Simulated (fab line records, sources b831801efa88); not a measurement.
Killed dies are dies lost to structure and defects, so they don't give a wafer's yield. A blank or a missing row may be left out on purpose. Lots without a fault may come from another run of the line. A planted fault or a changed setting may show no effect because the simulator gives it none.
A struck lot beside a sound one | flow sky130 | 15 steps out of a route of 708
Sound: wafers L456.2, L456.4, L456.5. Struck: wafers L458.2, L458.3, L458.4. The cause comes at the end.
At each step with rows: each side's tool, then ch and its chambers, then its first start. Under that, the readings that differ: sound wafers | struck wafers | difference of the means | sigmas: that difference in standard deviations of wafers without a fault.
alike: readings whose means differ by less than 2 such deviations, and words and numbers that are the same on both sides. not compared: withheld readings, readings that some wafer has no value for, bounds like >300 that may hide the same value, and numbers for which the record gives no deviation and whose values overlap.
The two part at a step that has a row with sigmas, a row that says differs or no value, or rows on one side only. Numbers that don't overlap but have no deviation are shown without sigmas and don't part them. A reading that every wafer of one side lacks parts them only if that side has two wafers or more.

first, 9 steps without rows for these wafers: SKY_CAP2M_CLEAN_17 (cleans in O3/DIW); SKY_METAL4_DEHYDRATE_05 (time 60 s); SKY_METAL4_HMDS_06 (prime time 60 s); SKY_METAL4_COAT_07 (resist thk 60 nm); SKY_METAL4_COAT_08 (resist thk 1140 nm); SKY_METAL4_SOFTBAKE_09 (time 90 s); SKY_METAL4_EXPOSE_10 (exposes mask MM4, target cd 300 nm); SKY_METAL4_PEB_11; SKY_METAL4_DEVELOP_12 (develop time 60 s).
SKY_METAL4_CD_MEAS_13: target cd 300 nm.
  sound on cd_sem-01, day 44 07:10; struck on cd_sem-01, day 44 18:32
  alike: cd_nm
SKY_METAL4_OVL_MEAS_14:
  sound on overlay-01, day 44 07:17; struck on overlay-02, day 44 18:39
  alike: METAL4_OVL
SKY_METAL4_DESCUM_15: chemistry O2, time 8 s.
  sound on rie_metal-03 ch 0,1, day 44 07:19; struck on rie_metal-03 ch 0,1, day 44 18:41
  alike: drypump_motor_current_A, oes_product_au, temp_c
  not compared: rf_hours_counter_h
SKY_METAL4_ETCH_16: etches BARC in N2/H2, stops on SiO2, time 88.2 s, target depth 60 nm.
  sound on rie_metal-03 ch 0,1, day 44 07:20; struck on rie_metal-03 ch 0,1, day 44 18:43
  reading                                       | sound             | struck            | difference | sigmas
  oes_product_au (a.u.)                         | 0.623 0.624 0.631 | 0.695 0.691 0.696 | +0.068     | +15
  run_length_s (s)                              | 116.6 116.4 116.1 | 104.3 104.6 104.3 | -12.0      | -26
  model.KrF-thick_of_METAL4_COAT_08.thk_nm (nm) | 1070 1075 1072    | 1082 1078 1083    | +9         |
  alike: drypump_motor_current_A, n2_flow_sccm, throttle_valve_pct
  not compared: rf_hours_counter_h
SKY_METAL4_ETCH_17: etches SiO2 in C4F8/O2/Ar, stops on TiN, time 3.9 s, target depth 15 nm.
  sound on rie_diel-03 ch 0,1,3, day 44 07:26; struck on rie_diel-03 ch 0,3, day 44 18:49
  alike: oes_product_au
  not compared: rf_hours_counter_h
-- the record jumps here: 4 days lie between the struck wafers' starts before and after (it left off in module METAL4 and takes up again in module PAD_OPEN, whose first step shown is number 708 of the route) --
SKY_PAD_OPEN_PROBE_99:
  sound on prober-01, day 47 23:36; struck on prober-01, day 48 12:44
  reading                  | sound       | struck      | difference | sigmas
  killed_at_other          | 2 2 0       | 0 0 0       | -1         | -3
  sort_bin_3_pad_short (%) | 0.4 0.2 1.4 | 1.2 2.2 1.2 | +0.9       | +2
  alike: defect_limited_yield, killed_at_M0_to_M3, killed_at_M4_up, killed_at_contacts, killed_at_front_end, killed_dies, killed_open, killed_short, sort_bin_5_function, sort_bin_6_memory, sort_n_pass, sort_yield_pct

WHERE THEY PART
First at SKY_METAL4_ETCH_16; last, within this record, at SKY_PAD_OPEN_PROBE_99.

WHY: what the simulator had put in
Process parameter drift: rie_metal-03, from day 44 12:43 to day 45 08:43, at SKY_METAL4_ETCH_16. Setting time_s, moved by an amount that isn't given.
